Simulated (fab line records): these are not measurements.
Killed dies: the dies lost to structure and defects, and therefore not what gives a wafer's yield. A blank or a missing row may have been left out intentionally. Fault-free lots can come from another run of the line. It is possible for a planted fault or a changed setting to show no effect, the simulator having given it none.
Chamber matching / flow sky130 / 4 sister chambers for SKY_VIA1_ETCH_14 on rie-diel-03
The step etches BARC in N2/H2, stops on SiO2, time 45.9 s, target depth 60 nm. 16 wafers are shown with their chamber, then 8 later ones without.

== EACH WAFER AND ITS CHAMBER ==
wafer=L074.2; chamber=2; drypump-motor-current-A (A)=6.7; rf-fwd-power-W (W)=494.0; throttle-valve-pct (%)=13.232
wafer=L074.5; chamber=0; drypump-motor-current-A (A)=4.9; rf-fwd-power-W (W)=494.2; throttle-valve-pct (%)=13.214
wafer=L074.6; chamber=3; drypump-motor-current-A (A)=4.8; rf-fwd-power-W (W)=496.1; throttle-valve-pct (%)=13.239
wafer=L078.2; chamber=0; drypump-motor-current-A (A)=4.9; rf-fwd-power-W (W)=494.7; throttle-valve-pct (%)=13.226
wafer=L078.3; chamber=1; drypump-motor-current-A (A)=5.4; rf-fwd-power-W (W)=493.1; throttle-valve-pct (%)=13.228
wafer=L078.5; chamber=0; drypump-motor-current-A (A)=4.9; rf-fwd-power-W (W)=496.1; throttle-valve-pct (%)=13.210
wafer=L080.2; chamber=3; drypump-motor-current-A (A)=4.9; rf-fwd-power-W (W)=496.0; throttle-valve-pct (%)=13.229
wafer=L080.4; chamber=2; drypump-motor-current-A (A)=6.8; rf-fwd-power-W (W)=491.9; throttle-valve-pct (%)=13.229
wafer=L080.6; chamber=1; drypump-motor-current-A (A)=5.4; rf-fwd-power-W (W)=495.0; throttle-valve-pct (%)=13.216
wafer=L082.1; chamber=2; drypump-motor-current-A (A)=6.7; rf-fwd-power-W (W)=491.9; throttle-valve-pct (%)=13.233
wafer=L082.3; chamber=1; drypump-motor-current-A (A)=5.4; rf-fwd-power-W (W)=498.6; throttle-valve-pct (%)=13.212
wafer=L082.4; chamber=3; drypump-motor-current-A (A)=4.9; rf-fwd-power-W (W)=495.9; throttle-valve-pct (%)=13.226
wafer=L087.3; chamber=3; drypump-motor-current-A (A)=4.9; rf-fwd-power-W (W)=495.5; throttle-valve-pct (%)=13.223
wafer=L087.4; chamber=1; drypump-motor-current-A (A)=5.4; rf-fwd-power-W (W)=495.8; throttle-valve-pct (%)=13.245
wafer=L087.5; chamber=2; drypump-motor-current-A (A)=6.8; rf-fwd-power-W (W)=492.6; throttle-valve-pct (%)=13.235
wafer=L093.2; chamber=2; drypump-motor-current-A (A)=6.7; rf-fwd-power-W (W)=496.0; throttle-valve-pct (%)=13.218

SIGNATURES (averages over the wafers above)
reading=drypump-motor-current-A; chamber 0=4.900; chamber 1=5.400; chamber 2=6.740; chamber 3=4.875; scatter within a chamber=0.0403
reading=rf-fwd-power-W; chamber 0=495.000; chamber 1=495.625; chamber 2=493.280; chamber 3=495.875; scatter within a chamber=1.58
reading=throttle-valve-pct; chamber 0=13.21667; chamber 1=13.22525; chamber 2=13.22940; chamber 3=13.22925; scatter within a chamber=0.00968
Rule: for a wafer and a chamber, the distance is found by dividing, reading by reading, the gap between the wafer's reading and the chamber's mean by the reading's scatter, squaring, summing and taking the root. The wafer belongs to the nearest chamber; if the next one is less than 2 further off, it can't be placed. How the scatter is found: for the shown wafers, subtract from each reading the mean of its chamber, square and add these, divide the total by (wafers less chambers), then take the root.

== WAFERS WITH NO CHAMBER GIVEN ==
wafer=L093.5; drypump-motor-current-A (A)=4.8; rf-fwd-power-W (W)=493.4; throttle-valve-pct (%)=13.233
wafer=L093.6; drypump-motor-current-A (A)=4.9; rf-fwd-power-W (W)=493.4; throttle-valve-pct (%)=13.230
wafer=L096.2; drypump-motor-current-A (A)=5.4; rf-fwd-power-W (W)=494.6; throttle-valve-pct (%)=13.217
wafer=L096.4; drypump-motor-current-A (A)=6.7; rf-fwd-power-W (W)=492.2; throttle-valve-pct (%)=13.217
wafer=L096.5; drypump-motor-current-A (A)=6.8; rf-fwd-power-W (W)=492.7; throttle-valve-pct (%)=13.242
wafer=L097.1; drypump-motor-current-A (A)=4.9; rf-fwd-power-W (W)=495.4; throttle-valve-pct (%)=13.222
wafer=L097.5; drypump-motor-current-A (A)=4.9; rf-fwd-power-W (W)=496.6; throttle-valve-pct (%)=13.219
wafer=L097.6; drypump-motor-current-A (A)=4.9; rf-fwd-power-W (W)=497.0; throttle-valve-pct (%)=13.229

== EACH ONE'S CHAMBER ==
wafer=L093.5; from the rows above=can't be placed: 3 or 0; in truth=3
wafer=L093.6; from the rows above=can't be placed: 3 or 0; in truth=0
wafer=L096.2; from the rows above=1; in truth=1
wafer=L096.4; from the rows above=2; in truth=2
wafer=L096.5; from the rows above=2; in truth=2
wafer=L097.1; from the rows above=can't be placed: 0 or 3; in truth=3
wafer=L097.5; from the rows above=can't be placed: 0 or 3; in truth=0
wafer=L097.6; from the rows above=can't be placed: 3 or 0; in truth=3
3 of 8 placed correctly. Can't be placed from these rows: 5 (the true chamber is among the candidates in 5). 0 placed wrongly.
